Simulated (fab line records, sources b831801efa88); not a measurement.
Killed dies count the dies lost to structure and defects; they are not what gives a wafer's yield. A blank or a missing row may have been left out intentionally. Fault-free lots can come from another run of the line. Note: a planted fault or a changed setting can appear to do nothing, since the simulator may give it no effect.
2 desks, one fault	flow gf180mcu	each desk holds nothing but its own numbers, with what lay behind them at the end

## THE TOOL OWNER'S DESK: pecvd-02
The tool's own readings at GF_MIM_CVD_05 (deposits Si3N4, target thk 42 nm, time 29.086 s): means of the sampled wafers that have a number, for each lot that ran on this tool. If a lot's mean is further than 4 standard deviations from the usual mean, the lot is out of limits and carries the mark OUT (the distance appears in the brackets).
Columns: A = heater_power_w at GF_MIM_CVD_05, usual 658 W
lot	first seen here	A
L226	day 25 06:35	595
L228	day 26 03:20	676
L234	day 27 17:56	647
L237	day 28 17:25	669
This desk's verdict: no lot among the 4 shows anything out of limits.

## AT THE METROLOGY DESK
What the gauges read, lot by lot, whatever tool the lot ran on: means of the sampled wafers that have a number. If a lot's mean is further than 4 standard deviations from the usual mean, the lot is out of limits and carries the mark OUT (the distance appears in the brackets).
Columns: A = V4_W_RS at GF_V4_RS_MEAS_24, usual 0.328 ohm/sq; B = MIM_CVD_05_THK at GF_MIM_THK_MEAS_06, usual 42.1 nm
lot	first seen here	A	B
L225	day 25 01:31	0.326	42.3
L226	day 25 05:55	0.325	41.4
L227	day 25 18:53	0.326	42.5
L229	day 26 02:37	0.327	41.8
L228	day 26 02:38	0.328	41.8
L234	day 27 17:15	0.327	35.4 (-11) OUT
L235	day 28 01:43	0.322	41.9
L237	day 28 16:43	0.331	38.3 (-5.9) OUT
L238	day 28 21:38	0.330	41.5
L240	day 29 13:43	0.331	42.5
L243	day 30 08:30	0.332	42.0
L245	day 30 18:28	0.329	43.3
L247	day 31 12:41	0.325	42.6
Per this desk, out of limits: L234, L237; the first was L234, day 27 18:00 (MIM_CVD_05_THK at GF_MIM_THK_MEAS_06). Within limits: L225, L226, L227, L229, L228, L235, L238, L240, L243, L245, L247.

## PUT TOGETHER
Metrology desk: alarm possible at day 27 18:00 on L234, L237.
The tool owner's desk saw nothing out of limits.
The tool owner's desk has L234, L237 on record, within its limits.
The lots listed all ran GF_MIM_CVD_05 on pecvd-02.

## WHAT HAD BEEN PUT IN BY THE SIMULATOR
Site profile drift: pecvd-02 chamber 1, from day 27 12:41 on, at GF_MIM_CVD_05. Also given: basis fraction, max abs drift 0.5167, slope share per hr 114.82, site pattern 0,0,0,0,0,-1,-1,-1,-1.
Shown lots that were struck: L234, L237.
Per desk, hours elapsed from the start of the fault to the first reading out of limits: for the metrology desk, 5.
